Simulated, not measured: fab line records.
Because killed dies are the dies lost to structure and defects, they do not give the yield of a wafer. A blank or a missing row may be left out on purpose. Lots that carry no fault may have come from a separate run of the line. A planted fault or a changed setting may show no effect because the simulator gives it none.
Which tool did it?	flow sky130	9 lots, 27 wafers sampled, at 5 steps of a route of 708

WHAT EACH GAUGE READ, for each wafer
SKY_CAP2M_RS_MEAS_03: uses a four-point probe to measure.
lot	measured	on	CAP2M_TIN_RS (ohm/sq)
L733	day 40 18:05	film metro-03	6.92 6.88 7.03
L734	day 41 07:31	film metro-01	6.79 6.81 6.81
L737	day 42 04:37	film metro-04	7.02 6.93 7.01
L739	day 42 17:46	film metro-01	6.92 6.88 6.90
L744	day 44 10:07	film metro-03	7.42 7.53 7.45
L747	day 44 23:16	film metro-04	7.44 7.51 7.36
L748	day 45 06:03	film metro-01	6.93 7.01 6.99
L750	day 45 08:22	film metro-04	6.86 6.92 6.82
L751	day 45 18:44	film metro-03	6.90 6.97 6.93

WHICH TOOL RAN EACH LOT (tool, then ch and the chambers of the sampled wafers, then the start)
lot	SKY_METAL3_STRIP_19	SKY_METAL4_SPUTTER_02	SKY_METAL4_SPUTTER_04	SKY_CAP2M_SPUTTER_02
L733	plasma asher-04 ch 0,1, day 39 14:07	pvd sputter-03, day 40 17:46	pvd sputter-03, day 40 17:49	pvd sputter-01, day 40 17:57
L734	plasma asher-04 ch 0, day 40 04:52	pvd sputter-02, day 41 07:11	pvd sputter-02, day 41 07:15	pvd sputter-04, day 41 07:23
L737	plasma asher-04 ch 0, day 41 02:32	pvd sputter-02, day 42 04:19	pvd sputter-02, day 42 04:22	pvd sputter-04, day 42 04:30
L739	plasma asher-04 ch 0,1, day 41 14:17	pvd sputter-04, day 42 17:28	pvd sputter-04, day 42 17:31	pvd sputter-01, day 42 17:40
L744	plasma asher-03 ch 0,1, day 43 08:50	pvd sputter-02, day 44 09:49	pvd sputter-02, day 44 09:52	pvd sputter-04, day 44 10:01
L747	plasma asher-04 ch 0,1, day 43 21:41	pvd sputter-02, day 44 22:57	pvd sputter-02, day 44 23:01	pvd sputter-04, day 44 23:08
L748	plasma asher-02 ch 0,1, day 44 05:02	pvd sputter-03, day 45 05:45	pvd sputter-03, day 45 05:49	pvd sputter-02, day 45 05:56
L750	plasma asher-03 ch 0,1, day 44 07:35	pvd sputter-04, day 45 08:02	pvd sputter-04, day 45 08:06	pvd sputter-02, day 45 08:14
L751	plasma asher-02 ch 0,1, day 44 18:20	pvd sputter-04, day 45 18:26	pvd sputter-04, day 45 18:29	pvd sputter-01, day 45 18:37
- SKY_METAL3_STRIP_19: strips in O2/N2.
- SKY_METAL4_SPUTTER_02: material AlCu, target thk 735 nm, time 39.1 s.
- SKY_METAL4_SPUTTER_04: material TiN, target thk 70 nm, time 58.3 s.
- SKY_CAP2M_SPUTTER_02: material TiN, target thk 200 nm, time 166.7 s.

THE ANSWER, worked out from the rows above alone
Rule: usual is defined by the lots themselves. The widest of any qualifying gaps counts: lots, ordered by their means at a reading, are off when they make up no more than a third of the lots, leave a main group of 4 or more, and stand apart from it by 3 or more times the standard deviation of that group's means. A main group is skipped when, at the precision printed for the reading in the tables above, its means are all equal. A lot without any number at a reading at which 4 lots or more have one is off too. All remaining lots with rows at the step are treated as sound.
Off: L744, L747, at SKY_CAP2M_RS_MEAS_03 (CAP2M_TIN_RS). The main group: mean 6.92 ohm/sq, standard deviation 0.06.
If a tool, at a process step before that reading, ran all the lots that are off and no sound lot after the first of them, it fits. The gauges at SKY_CAP2M_RS_MEAS_03 are tried like those tools. Can't be told from this: 2 tools fit, pvd sputter-02 at SKY_METAL4_SPUTTER_02 and SKY_METAL4_SPUTTER_04, pvd sputter-04 at SKY_CAP2M_SPUTTER_02.

WHAT THE SIMULATOR HAD PUT IN
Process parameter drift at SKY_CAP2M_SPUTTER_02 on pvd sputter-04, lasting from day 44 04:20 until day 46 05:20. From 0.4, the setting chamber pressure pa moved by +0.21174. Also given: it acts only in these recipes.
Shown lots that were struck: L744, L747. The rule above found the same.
